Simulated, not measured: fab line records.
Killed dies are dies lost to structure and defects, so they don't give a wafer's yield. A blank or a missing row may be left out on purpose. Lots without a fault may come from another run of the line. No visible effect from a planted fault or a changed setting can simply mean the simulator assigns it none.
fab line records :: flow gf180mcu
record:
  lots: 5
  wafers: 15
  last_day: 34
route steps=602 shown POLY_GATE@169
lots that met no fault: taken from a fault-free run of the same line
start_h: start of the lot's first displayed wafer, in hours after the record's first day :: wait_h: time in hours since the lot's previous step :: " same as the row above :: L1.1+2: one row covering several wafers at once :: - no value present, or no start provided :: * or withheld: withheld :: < > ~ a bound
route shown NAME@n: names a module that has steps shown in the file, with the first one's number in the route :: usual: average and standard deviation across the fault-free wafers :: same: alike in all rows :: chamber/n: place in a boat :: sites: the reading at each site :: _std_site: the values' standard deviation :: _edge_site: mean of outer sites minus mean of inner sites :: radius_mm: for every site, how far away it sits from the centre of the wafer :: mask NAME#n: copy n :: behind: tool/chamber where the wafer was last shaped :: hold: why the lot was held/for how many hours/how that ended :: device: the transistor (n, p or np) that didn't switch :: end of line: at the end of the route, the tests of the same wafers :: a step without rows: its recipe alone :: killed: dies that structure and defects cost at the first sort, which is not the same as the wafer's yield :: map: dies across one wafer; x = killed, . = not, _ = none there
set.NAME: the setting as run; set.NAME@STEP: as run at that earlier step :: model.NAME: the simulator's own value behind a step, which no gauge read
certain route steps with their lots: each step a table, each wafer a row
services: the hour from which a tool's chamber was out of use, counted from the record's first day as start_h (under 0 if before that day), plus the number of hours and why
== steps ==
step: GF_POLY_GATE_ETCH_12
recipe:
  chemistry: N2/H2
  target_depth_a: withheld
  overetch_a: withheld
  time_s: withheld
  target: BARC
  ion_energy_ev: 200
  source_w: 500
  bias_w: 100
  pressure_mtorr: 30
  n2_flow_sccm: 100
  h2_flow_sccm: 200
usual:
  drypump_motor_current_A: 5.7/0.55
  n2_flow_sccm: 100.0/0.3
  oes_product_au: 0.735/0.0045
  rf_fwd_power_W: 496.3/2
  throttle_valve_pct: 13.214/0.011
lot.wafer: L075.1
tool: rie_diel-01
chamber: 1
start_h: 207.08
wait_h: 0.0
drypump_motor_current_A: 4.7
n2_flow_sccm: 100.2
oes_product_au: 0.737
rf_fwd_power_W: 494.3
throttle_valve_pct: 13.219

lot.wafer: L075.2
tool: rie_diel-01
chamber: 0
start_h: 207.08
wait_h: 0.0
drypump_motor_current_A: 5.3
n2_flow_sccm: 100.2
oes_product_au: 0.736
rf_fwd_power_W: 493.7
throttle_valve_pct: 13.222

lot.wafer: L075.4
tool: rie_diel-01
chamber: 3
start_h: 207.08
wait_h: 0.0
drypump_motor_current_A: 6.4
n2_flow_sccm: 100.0
oes_product_au: 0.738
rf_fwd_power_W: 494.0
throttle_valve_pct: 13.229

lot.wafer: L085.1
tool: rie_diel-02
chamber: 0
start_h: 275.41
wait_h: 0.0
drypump_motor_current_A: 5.5
n2_flow_sccm: 99.4
oes_product_au: 0.732
rf_fwd_power_W: 496.9
throttle_valve_pct: 13.218

lot.wafer: L085.2
tool: rie_diel-02
chamber: 1
start_h: 275.41
wait_h: 0.0
drypump_motor_current_A: 5.8
n2_flow_sccm: 100.1
oes_product_au: 0.736
rf_fwd_power_W: 497.2
throttle_valve_pct: 13.229

lot.wafer: L085.4
tool: rie_diel-02
chamber: 3
start_h: 275.41
wait_h: 0.0
drypump_motor_current_A: 5.9
n2_flow_sccm: 99.7
oes_product_au: 0.740
rf_fwd_power_W: 497.2
throttle_valve_pct: 13.233

lot.wafer: L088.1
tool: rie_diel-01
chamber: 3
start_h: 294.61
wait_h: 0.0
drypump_motor_current_A: 6.4
n2_flow_sccm: 99.6
oes_product_au: 0.726
rf_fwd_power_W: 492.8
throttle_valve_pct: 13.241

lot.wafer: L088.4
tool: rie_diel-01
chamber: 0
start_h: 294.61
wait_h: 0.0
drypump_motor_current_A: 5.3
n2_flow_sccm: 100.4
oes_product_au: 0.739
rf_fwd_power_W: 497.0
throttle_valve_pct: 13.229

lot.wafer: L088.5
tool: rie_diel-01
chamber: 2
start_h: 294.61
wait_h: 0.0
drypump_motor_current_A: 6.3
n2_flow_sccm: 99.6
oes_product_au: 0.737
rf_fwd_power_W: 498.1
throttle_valve_pct: 13.213

lot.wafer: L092.2
tool: rie_diel-02
chamber: 3
start_h: 323.11
wait_h: 0.0
drypump_motor_current_A: 5.9
n2_flow_sccm: 100.0
oes_product_au: 0.730
rf_fwd_power_W: 497.7
throttle_valve_pct: 13.213

lot.wafer: L092.5
tool: rie_diel-02
chamber: 3
start_h: 323.11
wait_h: 0.0
drypump_motor_current_A: 5.9
n2_flow_sccm: 100.0
oes_product_au: 0.735
rf_fwd_power_W: 496.5
throttle_valve_pct: 13.215

lot.wafer: L092.6
tool: rie_diel-02
chamber: 2
start_h: 323.11
wait_h: 0.0
drypump_motor_current_A: 6.5
n2_flow_sccm: 100.2
oes_product_au: 0.727
rf_fwd_power_W: 492.8
throttle_valve_pct: 13.219

lot.wafer: L095.4
tool: rie_diel-04
chamber: 3
start_h: 363.04
wait_h: 0.0
drypump_motor_current_A: 5.4
n2_flow_sccm: 100.0
oes_product_au: 0.728
rf_fwd_power_W: 501.9
throttle_valve_pct: 13.191

lot.wafer: L095.5
tool: rie_diel-04
chamber: 1
start_h: 363.04
wait_h: 0.0
drypump_motor_current_A: 5.7
n2_flow_sccm: 100.0
oes_product_au: 0.737
rf_fwd_power_W: 498.4
throttle_valve_pct: 13.221

lot.wafer: L095.6
tool: rie_diel-04
chamber: 0
start_h: 363.04
wait_h: 0.0
drypump_motor_current_A: 5.8
n2_flow_sccm: 99.7
oes_product_au: 0.737
rf_fwd_power_W: 496.4
throttle_valve_pct: 13.206
step: GF_POLY_GATE_ETCH_13
recipe:
  target: poly-Si
  target_depth_nm: 198.5
  stop_on: SiO2
  over_etch_frac: 0.403
  chemistry: HBr/Cl2
  icp_w: 400
  bias_w: 100
  pressure_mtorr: 10
  HBr_flow_sccm: 150
  Cl2_flow_sccm: 50
  time_s: 69.6
usual:
  HBr_flow_sccm: 150.0/0.46
  drypump_motor_current_A: 5.6/0.34
  oes_product_au: 0.992/0.0065
  rf_fwd_power_W: 396.9/1.4
  throttle_valve_pct: 33.685/0.0087
lot.wafer: L075.1
tool: rie_si-01
chamber: 1
start_h: 207.13
wait_h: -
HBr_flow_sccm: 149.6
drypump_motor_current_A: 5.5
oes_product_au: 0.996
rf_fwd_power_W: 397.9
rf_hours_counter_h: 18
throttle_valve_pct: 33.680

lot.wafer: L075.2
tool: rie_si-01
chamber: 2
start_h: 207.13
wait_h: -
HBr_flow_sccm: 150.3
drypump_motor_current_A: 5.6
oes_product_au: 0.993
rf_fwd_power_W: 398.0
rf_hours_counter_h: 18
throttle_valve_pct: 33.701

lot.wafer: L075.4
tool: rie_si-01
chamber: 0
start_h: 207.13
wait_h: -
HBr_flow_sccm: 149.4
drypump_motor_current_A: 5.9
oes_product_au: 1.004
rf_fwd_power_W: 398.7
rf_hours_counter_h: 47
throttle_valve_pct: 33.678

lot.wafer: L085.1
tool: rie_si-02
chamber: 2
start_h: 275.46
wait_h: -
HBr_flow_sccm: 150.1
drypump_motor_current_A: 6.0
oes_product_au: 1.003
rf_fwd_power_W: 396.1
rf_hours_counter_h: 1
throttle_valve_pct: 33.686

lot.wafer: L085.2
tool: rie_si-02
chamber: 0
start_h: 275.46
wait_h: -
HBr_flow_sccm: 150.2
drypump_motor_current_A: 5.1
oes_product_au: 0.988
rf_fwd_power_W: 395.9
rf_hours_counter_h: 48
throttle_valve_pct: 33.684

lot.wafer: L085.4
tool: rie_si-02
chamber: 3
start_h: 275.46
wait_h: -
HBr_flow_sccm: 150.6
drypump_motor_current_A: 5.6
oes_product_au: 0.993
rf_fwd_power_W: 397.1
rf_hours_counter_h: 20
throttle_valve_pct: 33.681

lot.wafer: L088.1
tool: rie_si-01
chamber: 3
start_h: 294.66
wait_h: -
HBr_flow_sccm: 149.9
drypump_motor_current_A: 5.0
oes_product_au: 0.997
rf_fwd_power_W: 399.3
rf_hours_counter_h: 2
throttle_valve_pct: 33.674

lot.wafer: L088.4
tool: rie_si-01
chamber: 1
start_h: 294.66
wait_h: -
HBr_flow_sccm: 149.6
drypump_motor_current_A: 5.5
oes_product_au: 0.982
rf_fwd_power_W: 396.7
rf_hours_counter_h: 19
throttle_valve_pct: 33.667

lot.wafer: L088.5
tool: rie_si-01
chamber: 2
start_h: 294.66
wait_h: -
HBr_flow_sccm: 149.5
drypump_motor_current_A: 5.6
oes_product_au: 0.987
rf_fwd_power_W: 397.5
rf_hours_counter_h: -
throttle_valve_pct: 33.680

lot.wafer: L092.2
tool: rie_si-02
chamber: 2
start_h: 323.16
wait_h: -
HBr_flow_sccm: 150.1
drypump_motor_current_A: 6.0
oes_product_au: 0.995
rf_fwd_power_W: 395.5
rf_hours_counter_h: 1
throttle_valve_pct: 33.683

lot.wafer: L092.5
tool: rie_si-02
chamber: 0
start_h: 323.16
wait_h: -
HBr_flow_sccm: 149.3
drypump_motor_current_A: 5.1
oes_product_au: 0.985
rf_fwd_power_W: 395.9
rf_hours_counter_h: -
throttle_valve_pct: 33.699

lot.wafer: L092.6
tool: rie_si-02
chamber: 1
start_h: 323.16
wait_h: -
HBr_flow_sccm: 150.4
drypump_motor_current_A: 5.9
oes_product_au: 0.981
rf_fwd_power_W: 397.3
rf_hours_counter_h: -
throttle_valve_pct: 33.691

lot.wafer: L095.4
tool: rie_si-01
chamber: 1
start_h: 363.06
wait_h: -
HBr_flow_sccm: 149.8
drypump_motor_current_A: 5.5
oes_product_au: 0.994
rf_fwd_power_W: 396.2
rf_hours_counter_h: 19
throttle_valve_pct: 33.689

lot.wafer: L095.5
tool: rie_si-01
chamber: 2
start_h: 363.06
wait_h: -
HBr_flow_sccm: 150.6
drypump_motor_current_A: 5.6
oes_product_au: 0.991
rf_fwd_power_W: 396.7
rf_hours_counter_h: -
throttle_valve_pct: 33.700

lot.wafer: L095.6
tool: rie_si-01
chamber: 3
start_h: 363.06
wait_h: -
HBr_flow_sccm: 149.9
drypump_motor_current_A: 5.1
oes_product_au: 0.992
rf_fwd_power_W: 397.7
rf_hours_counter_h: -
throttle_valve_pct: 33.665
step: GF_POLY_GATE_STRIP_14
recipe:
  chemistry: O2/N2
  power_w: 1400
  pressure_mtorr: 1500
  platen_temp_c: 250
  o2_flow_sccm: 3000
  n2_flow_sccm: 300
  overash_fraction: 0.5
usual:
  drypump_motor_current_A: 5.6/0.42
  heater_power_w: 344/21
  n2_flow_sccm: 300.1/0.89
  oes_product_au: 0.501/0.0043
lot.wafer: L075.1
tool: plasma_asher-03
chamber: 0
start_h: 207.19
wait_h: 0.0
drypump_motor_current_A: 5.1
heater_power_w: 329
n2_flow_sccm: 301.3
oes_product_au: 0.500
rf_hours_counter_h: 9

lot.wafer: L075.2
tool: plasma_asher-03
chamber: 1
start_h: 207.19
wait_h: 0.0
drypump_motor_current_A: 6.2
heater_power_w: 339
n2_flow_sccm: 300.4
oes_product_au: 0.497
rf_hours_counter_h: 9

lot.wafer: L075.4
tool: plasma_asher-03
chamber: 1
start_h: 207.19
wait_h: 0.0
drypump_motor_current_A: 6.1
heater_power_w: 349
n2_flow_sccm: 299.8
oes_product_au: 0.504
rf_hours_counter_h: -

lot.wafer: L085.1
tool: plasma_asher-02
chamber: 0
start_h: 275.51
wait_h: 0.0
drypump_motor_current_A: 5.8
heater_power_w: 365
n2_flow_sccm: 300.8
oes_product_au: 0.498
rf_hours_counter_h: 61

lot.wafer: L085.2
tool: plasma_asher-02
chamber: 1
start_h: 275.51
wait_h: 0.0
drypump_motor_current_A: 5.5
heater_power_w: 374
n2_flow_sccm: 300.5
oes_product_au: 0.509
rf_hours_counter_h: 61

lot.wafer: L085.4
tool: plasma_asher-02
chamber: 0
start_h: 275.51
wait_h: 0.0
drypump_motor_current_A: 5.8
heater_power_w: 353
n2_flow_sccm: 300.9
oes_product_au: 0.502
rf_hours_counter_h: -

lot.wafer: L088.1
tool: plasma_asher-03
chamber: 1
start_h: 294.71
wait_h: 0.0
drypump_motor_current_A: 6.2
heater_power_w: 337
n2_flow_sccm: 299.5
oes_product_au: 0.499
rf_hours_counter_h: 17

lot.wafer: L088.4
tool: plasma_asher-03
chamber: 1
start_h: 294.71
wait_h: 0.0
drypump_motor_current_A: 6.1
heater_power_w: 338
n2_flow_sccm: 299.7
oes_product_au: 0.507
rf_hours_counter_h: -

lot.wafer: L088.5
tool: plasma_asher-03
chamber: 0
start_h: 294.71
wait_h: 0.0
drypump_motor_current_A: 5.0
heater_power_w: 329
n2_flow_sccm: 301.1
oes_product_au: 0.501
rf_hours_counter_h: -

lot.wafer: L092.2
tool: plasma_asher-03
chamber: 0
start_h: 323.21
wait_h: 0.0
drypump_motor_current_A: 5.1
heater_power_w: 326
n2_flow_sccm: 300.7
oes_product_au: 0.504
rf_hours_counter_h: 20

lot.wafer: L092.5
tool: plasma_asher-03
chamber: 1
start_h: 323.21
wait_h: 0.0
drypump_motor_current_A: 6.1
heater_power_w: 349
n2_flow_sccm: 299.9
oes_product_au: 0.504
rf_hours_counter_h: -

lot.wafer: L092.6
tool: plasma_asher-03
chamber: 0
start_h: 323.21
wait_h: 0.0
drypump_motor_current_A: 5.1
heater_power_w: 329
n2_flow_sccm: 301.4
oes_product_au: 0.505
rf_hours_counter_h: -

lot.wafer: L095.4
tool: plasma_asher-01
chamber: 0
start_h: 363.15
wait_h: 0.1
drypump_motor_current_A: 5.6
heater_power_w: 311
n2_flow_sccm: 300.2
oes_product_au: 0.507
rf_hours_counter_h: -

lot.wafer: L095.5
tool: plasma_asher-01
chamber: 0
start_h: 363.15
wait_h: 0.1
drypump_motor_current_A: 5.6
heater_power_w: 298
n2_flow_sccm: 300.6
oes_product_au: 0.499
rf_hours_counter_h: -

lot.wafer: L095.6
tool: plasma_asher-01
chamber: 1
start_h: 363.15
wait_h: 0.1
drypump_motor_current_A: 4.9
heater_power_w: 342
n2_flow_sccm: 299.7
oes_product_au: 0.500
rf_hours_counter_h: -
step: GF_POLY_GATE_CLEAN_15
recipe:
  chemistry: SC1/SC2
  mix: 1:4:20
  temp_c: 70
  time_s: 150
  dry: n2_spin
lot.wafer: L075.1+2+4
tool: wet_bench-04
chamber: 1
start_h: 207.29
wait_h: 0.1

lot.wafer: L085.1+2+4
tool: wet_bench-01
chamber: 1
start_h: 275.61
wait_h: 0.1

lot.wafer: L088.1+4+5
tool: wet_bench-04
chamber: 2
start_h: 294.81
wait_h: 0.1

lot.wafer: L092.2+5+6
tool: wet_bench-01
chamber: 3
start_h: 323.31
wait_h: 0.1

lot.wafer: L095.4+5+6
tool: wet_bench-01
chamber: 0
start_h: 363.22
wait_h: 0.0
step: GF_POLY_GATE_OXIDATION_16
recipe:
  temp_c: 850
  ambient: O2
  stabilise_s: 600
  purge_s: 300
  target_thk_a: 40
  ox_time_s: 899
usual:
  spike_tc_upper_C: 849.9/1.1
  tube_center_temp_C_max: 852.2/0.35
  zone_power_bottom_pct: 29.1/0.94
lot.wafer: L075.1
tool: furnace-02
chamber: 0
start_h: 207.34
wait_h: 0.0
spike_tc_upper_C: 848.6
tube_center_temp_C_max: 853.1
zone_power_bottom_pct: 28.4

lot.wafer: L075.2
tool: furnace-02
chamber: 0
start_h: 207.34
wait_h: 0.0
spike_tc_upper_C: 849.6
tube_center_temp_C_max: 851.8
zone_power_bottom_pct: 28.6

lot.wafer: L075.4
tool: furnace-02
chamber: 0
start_h: 207.34
wait_h: 0.0
spike_tc_upper_C: 846.6
tube_center_temp_C_max: 852.3
zone_power_bottom_pct: 28.2

lot.wafer: L085.1
tool: furnace-02
chamber: 0
start_h: 275.67
wait_h: 0.0
spike_tc_upper_C: 848.4
tube_center_temp_C_max: 852.2
zone_power_bottom_pct: 27.9

lot.wafer: L085.2
tool: furnace-02
chamber: 0
start_h: 275.67
wait_h: 0.0
spike_tc_upper_C: 849.4
tube_center_temp_C_max: 852.2
zone_power_bottom_pct: 28.2

lot.wafer: L085.4
tool: furnace-02
chamber: 0
start_h: 275.67
wait_h: 0.0
spike_tc_upper_C: 849.0
tube_center_temp_C_max: 852.6
zone_power_bottom_pct: 28.3

lot.wafer: L088.1
tool: furnace-01
chamber: 0
start_h: 294.86
wait_h: 0.0
spike_tc_upper_C: 851.9
tube_center_temp_C_max: 851.6
zone_power_bottom_pct: 30.0

lot.wafer: L088.4
tool: furnace-01
chamber: 0
start_h: 294.86
wait_h: 0.0
spike_tc_upper_C: 848.9
tube_center_temp_C_max: 852.3
zone_power_bottom_pct: 29.8

lot.wafer: L088.5
tool: furnace-01
chamber: 0
start_h: 294.86
wait_h: 0.0
spike_tc_upper_C: 849.3
tube_center_temp_C_max: 852.6
zone_power_bottom_pct: 30.6

lot.wafer: L092.2
tool: furnace-01
chamber: 0
start_h: 323.36
wait_h: 0.0
spike_tc_upper_C: 852.4
tube_center_temp_C_max: 853.2
zone_power_bottom_pct: 30.0

lot.wafer: L092.5
tool: furnace-01
chamber: 0
start_h: 323.36
wait_h: 0.0
spike_tc_upper_C: 851.4
tube_center_temp_C_max: 852.1
zone_power_bottom_pct: 30.4

lot.wafer: L092.6
tool: furnace-01
chamber: 0
start_h: 323.36
wait_h: 0.0
spike_tc_upper_C: 850.5
tube_center_temp_C_max: 851.8
zone_power_bottom_pct: 30.4

lot.wafer: L095.4
tool: furnace-02
chamber: 0
start_h: 363.32
wait_h: 0.0
spike_tc_upper_C: 849.3
tube_center_temp_C_max: 851.7
zone_power_bottom_pct: 28.1

lot.wafer: L095.5
tool: furnace-02
chamber: 0
start_h: 363.32
wait_h: 0.0
spike_tc_upper_C: 851.2
tube_center_temp_C_max: 852.1
zone_power_bottom_pct: 28.5

lot.wafer: L095.6
tool: furnace-02
chamber: 0
start_h: 363.32
wait_h: 0.0
spike_tc_upper_C: 848.6
tube_center_temp_C_max: 851.7
zone_power_bottom_pct: 28.5
step: GF_POLY_GATE_THK_MEAS_17
recipe:
  reads: SiO2_of_POLY_GATE_OXIDATION_16
usual:
  POLY_GATE_OXIDATION_THK: 3.92/0.095
lot.wafer: L075.1
tool: film_metro-02
chamber: -
start_h: 208.59
wait_h: 0.0
POLY_GATE_OXIDATION_THK[nm]: 4.06

lot.wafer: L075.2
tool: film_metro-02
chamber: -
start_h: 208.59
wait_h: 0.0
POLY_GATE_OXIDATION_THK[nm]: 4.03

lot.wafer: L075.4
tool: film_metro-02
chamber: -
start_h: 208.59
wait_h: 0.0
POLY_GATE_OXIDATION_THK[nm]: 4.07

lot.wafer: L085.1
tool: film_metro-02
chamber: -
start_h: 276.92
wait_h: 0.0
POLY_GATE_OXIDATION_THK[nm]: 3.77

lot.wafer: L085.2
tool: film_metro-02
chamber: -
start_h: 276.92
wait_h: 0.0
POLY_GATE_OXIDATION_THK[nm]: 3.84

lot.wafer: L085.4
tool: film_metro-02
chamber: -
start_h: 276.92
wait_h: 0.0
POLY_GATE_OXIDATION_THK[nm]: 3.85

lot.wafer: L088.1
tool: film_metro-04
chamber: -
start_h: 296.11
wait_h: 0.0
POLY_GATE_OXIDATION_THK[nm]: 3.73

lot.wafer: L088.4
tool: film_metro-04
chamber: -
start_h: 296.11
wait_h: 0.0
POLY_GATE_OXIDATION_THK[nm]: 3.81

lot.wafer: L088.5
tool: film_metro-04
chamber: -
start_h: 296.11
wait_h: 0.0
POLY_GATE_OXIDATION_THK[nm]: 3.88

lot.wafer: L092.2
tool: film_metro-02
chamber: -
start_h: 324.62
wait_h: 0.0
POLY_GATE_OXIDATION_THK[nm]: 3.91

lot.wafer: L092.5
tool: film_metro-02
chamber: -
start_h: 324.62
wait_h: 0.0
POLY_GATE_OXIDATION_THK[nm]: 3.82

lot.wafer: L092.6
tool: film_metro-02
chamber: -
start_h: 324.62
wait_h: 0.0
POLY_GATE_OXIDATION_THK[nm]: 3.92

lot.wafer: L095.4
tool: film_metro-01
chamber: -
start_h: 364.60
wait_h: 0.0
POLY_GATE_OXIDATION_THK[nm]: 4.07

lot.wafer: L095.5
tool: film_metro-01
chamber: -
start_h: 364.60
wait_h: 0.0
POLY_GATE_OXIDATION_THK[nm]: 4.08

lot.wafer: L095.6
tool: film_metro-01
chamber: -
start_h: 364.60
wait_h: 0.0
POLY_GATE_OXIDATION_THK[nm]: 4.08
step: GF_POLY_GATE_CD_MEAS_18
usual:
  cd_nm: 280.0/1.5
lot.wafer: L075.1
tool: cd_sem-01
chamber: -
start_h: 208.65
wait_h: 0.1
cd_nm: 281.6

lot.wafer: L075.2
tool: cd_sem-01
chamber: -
start_h: 208.65
wait_h: 0.1
cd_nm: 279.8

lot.wafer: L075.4
tool: cd_sem-01
chamber: -
start_h: 208.65
wait_h: 0.1
cd_nm: 278.8

lot.wafer: L085.1
tool: cd_sem-02
chamber: -
start_h: 276.98
wait_h: 0.1
cd_nm: 281.2

lot.wafer: L085.2
tool: cd_sem-02
chamber: -
start_h: 276.98
wait_h: 0.1
cd_nm: 279.0

lot.wafer: L085.4
tool: cd_sem-02
chamber: -
start_h: 276.98
wait_h: 0.1
cd_nm: 281.0

lot.wafer: L088.1
tool: cd_sem-01
chamber: -
start_h: 296.17
wait_h: 0.1
cd_nm: 280.2

lot.wafer: L088.4
tool: cd_sem-01
chamber: -
start_h: 296.17
wait_h: 0.1
cd_nm: 281.6

lot.wafer: L088.5
tool: cd_sem-01
chamber: -
start_h: 296.17
wait_h: 0.1
cd_nm: 281.3

lot.wafer: L092.2
tool: cd_sem-02
chamber: -
start_h: 324.70
wait_h: 0.1
cd_nm: 281.3

lot.wafer: L092.5
tool: cd_sem-02
chamber: -
start_h: 324.70
wait_h: 0.1
cd_nm: 280.3

lot.wafer: L092.6
tool: cd_sem-02
chamber: -
start_h: 324.70
wait_h: 0.1
cd_nm: 281.0

lot.wafer: L095.4
tool: cd_sem-01
chamber: -
start_h: 364.71
wait_h: 0.1
cd_nm: 280.5

lot.wafer: L095.5
tool: cd_sem-01
chamber: -
start_h: 364.71
wait_h: 0.1
cd_nm: 278.5

lot.wafer: L095.6
tool: cd_sem-01
chamber: -
start_h: 364.71
wait_h: 0.1
cd_nm: 281.0
== services ==
tool: rie_si-01
chamber: 1
start_h: 197.05
hours: 7.6
kind: repair

tool: rie_si-01
chamber: 1
start_h: 214.26
hours: 6.7
kind: repair

tool: rie_diel-02
chamber: 1
start_h: 219.02
hours: 2.2
kind: repair

tool: furnace-01
chamber: -
start_h: 221.51
hours: 4.0
kind: pm

tool: rie_diel-04
chamber: 0
start_h: 225.16
hours: 3.3
kind: repair

tool: wet_bench-01
chamber: -
start_h: 227.00
hours: 1.8
kind: repair

tool: rie_diel-01
chamber: 3
start_h: 227.55
hours: -
kind: clean

tool: rie_diel-01
chamber: 3
start_h: 227.55
hours: 14.4
kind: scheduled_down

tool: rie_diel-01
chamber: 3
start_h: 227.55
hours: 14.4
kind: vent_cycle

tool: rie_diel-04
chamber: 0
start_h: 228.43
hours: -
kind: clean

tool: rie_diel-02
chamber: -
start_h: 240.67
hours: 0.3
kind: repair

tool: rie_diel-01
chamber: 0
start_h: 264.47
hours: 3.7
kind: repair

tool: rie_diel-01
chamber: 2
start_h: 265.90
hours: 5.8
kind: repair

tool: plasma_asher-03
chamber: -
start_h: 269.81
hours: 0.5
kind: repair

tool: rie_diel-04
chamber: 3
start_h: 281.44
hours: 4.5
kind: repair

tool: rie_diel-04
chamber: 1
start_h: 283.44
hours: 3.8
kind: repair

tool: wet_bench-01
chamber: -
start_h: 294.19
hours: 1.1
kind: repair

tool: furnace-02
chamber: -
start_h: 300.81
hours: 7.8
kind: repair

tool: rie_si-02
chamber: 2
start_h: 305.67
hours: 3.7
kind: repair

tool: furnace-02
chamber: -
start_h: 308.62
hours: 3.4
kind: pm

tool: rie_diel-01
chamber: 1
start_h: 313.26
hours: 3.4
kind: repair

tool: rie_si-01
chamber: 2
start_h: 331.50
hours: 3.1
kind: repair

tool: rie_si-01
chamber: 0
start_h: 342.76
hours: 3.6
kind: repair

tool: rie_diel-04
chamber: 2
start_h: 362.15
hours: 5.7
kind: repair
== key ==
fault none
